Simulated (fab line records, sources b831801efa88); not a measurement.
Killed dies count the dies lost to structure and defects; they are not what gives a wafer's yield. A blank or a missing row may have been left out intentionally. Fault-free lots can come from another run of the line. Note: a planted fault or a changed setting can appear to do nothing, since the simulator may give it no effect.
Which tool was responsible? | flow gf180mcu | 13 lots, 38 wafers sampled, at 2 steps of a route of 602

== WHAT THE GAUGES SHOWED, per wafer ==
GF_STI_THK_MEAS_04. Usual: STI_CVD_03_THK gives 206.7 nm (standard deviation 2.1).
lot  | measured    | on           | STI_CVD_03_THK (nm)                 | flag
L412 | day 1 18:34 | filmMetro-03 | 207.0 205.8 205.9                   | 
L413 | day 1 23:34 | filmMetro-02 | 208.2 208.2 207.3                   | 
L414 | day 2 04:34 | filmMetro-02 | 205.3 204.7 206.2                   | 
L415 | day 2 09:34 | filmMetro-02 | 205.4 205.1 205.0                   | 
L416 | day 2 14:35 | filmMetro-02 | 208.3 207.4 209.6                   | 
L418 | day 3 00:40 | filmMetro-03 | 206.7 205.9                         | 
L419 | day 3 06:47 | filmMetro-02 | 201.7 201.6 201.6                   | 
L421 | day 3 15:35 | filmMetro-02 | 204.8 205.0 204.8                   | 
L423 | day 4 01:34 | filmMetro-02 | 207.0 207.3 207.0                   | 
L424 | day 4 06:34 | filmMetro-01 | 205.6 205.4 206.5                   | 
L426 | day 4 16:35 | filmMetro-02 | 210.3 208.9 208.6                   | 
L428 | day 5 02:34 | filmMetro-03 | 200.5 193.0 189.7 200.4 193.1 189.6 | OFF
L433 | day 6 04:49 | filmMetro-01 | 207.4 206.8 207.5                   | 

== WHAT TOOL EACH LOT RAN ON (gives the tool, then ch and the chambers of the sampled wafers, and finally the start) ==
lot  | GF_STI_CVD_03
L412 | lpcvd-02 ch 0, day 1 16:34
L413 | lpcvd-02 ch 1, day 1 21:34
L414 | lpcvd-02 ch 0, day 2 02:34
L415 | lpcvd-01 ch 0, day 2 07:34
L416 | lpcvd-01 ch 1, day 2 12:34
L418 | lpcvd-02 ch 0, day 2 22:40
L419 | lpcvd-01 ch 0, day 3 03:47
L421 | lpcvd-02 ch 0, day 3 13:34
L423 | lpcvd-02 ch 1, day 3 23:34
L424 | lpcvd-01 ch 0, day 4 04:34
L426 | lpcvd-01 ch 0, day 4 14:34
L428 | lpcvd-02 ch 1, day 5 00:34
L433 | lpcvd-01 ch 0, day 6 02:50
- GF_STI_CVD_03: deposits Si3N4 from DCS/NH3, target thk 207.16 nm, time 3551 s.

== WHAT THE TOOLS THEMSELVES READ (means of the sampled wafers that have a number; where no wafer has one, the mark that the record gives instead) ==
GF_STI_CVD_03. Usual: spikeTcCentreC 771.4 C, standard deviation 1.3; spikeTcUpperC 769.4 C, standard deviation 1.1; zonePowerCentrePct 14.3 %, standard deviation 0.49; zonePowerUpperPct 13.6 %, standard deviation 0.88.
lot  | tool     | spikeTcCentreC (C) | spikeTcUpperC (C) | zonePowerCentrePct (%) | zonePowerUpperPct (%) | flag
L412 | lpcvd-02 | 770.3              | 769.1             | 15.0                   | 14.9                  | 
L413 | lpcvd-02 | 772.5              | 769.5             | 14.3                   | 13.5                  | 
L414 | lpcvd-02 | 769.8              | 769.4             | 14.9                   | 15.0                  | 
L415 | lpcvd-01 | 771.7              | 769.2             | 13.7                   | 13.2                  | 
L416 | lpcvd-01 | 770.1              | 770.8             | 14.8                   | 12.2                  | 
L418 | lpcvd-02 | 770.7              | 768.8             | 14.9                   | 15.0                  | 
L419 | lpcvd-01 | 771.7              | 768.3             | 13.8                   | 13.1                  | 
L421 | lpcvd-02 | 769.6              | 768.4             | 14.9                   | 15.0                  | 
L423 | lpcvd-02 | 772.5              | 768.9             | 14.0                   | 13.6                  | 
L424 | lpcvd-01 | 770.9              | 769.6             | 13.7                   | 13.2                  | 
L426 | lpcvd-01 | 771.5              | 769.5             | 13.7                   | 13.1                  | 
L428 | lpcvd-02 | 752.5              | 773.5             | 8.8                    | 16.2                  | OFF
L433 | lpcvd-01 | 771.6              | 769.1             | 13.8                   | 13.3                  | 

== THE ANSWER, worked out from the rows above alone ==
Rule: a lot is off if the mean of its wafers that have a number lies more than 3 standard deviations from the usual mean. A lot without any number at a reading at which 4 lots or more have one is off too. Where the step has rows for the other lots, those lots are counted as sound. After the gauges, taken in route order, come the tools' own readings; for these a lot's mean is taken, as printed above. The first step at which some lot is off is used, and at that step the reading that is off furthest; a lot without a number counts as furthest.
Off: L428, at GF_STI_THK_MEAS_04 (STI_CVD_03_THK).
A tool fits if, at a process step before that reading, it ran every lot that is off, and no sound lot after the first of them. The gauges at GF_STI_THK_MEAS_04 aren't tried: what is off there is off at GF_STI_CVD_03 too, on other tools, and a gauge's error can't cause that. One fits: lpcvd-02 at GF_STI_CVD_03. A fault onset in the window from L423 (day 3 23:34, its last sound lot) to L428 (day 5 00:34, its first lot off) fits.
The tool's own readings at GF_STI_CVD_03 bear it out: on the lots that are off they differ by more than 5 times the standard deviation of the sound lots' means. spikeTcCentreC reads 752.5 C there against 771.1 C on the sound lots; spikeTcUpperC reads 773.5 C there against 769.2 C on the sound lots; zonePowerCentrePct reads 8.8 % there against 14.3 % on the sound lots.

== WHAT THE SIMULATOR HAD PUT IN ==
lpcvd-02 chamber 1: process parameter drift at GF_STI_CVD_03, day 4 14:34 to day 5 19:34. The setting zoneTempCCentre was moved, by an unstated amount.
Shown lots that were struck: L428. This agrees with what the rule above found.
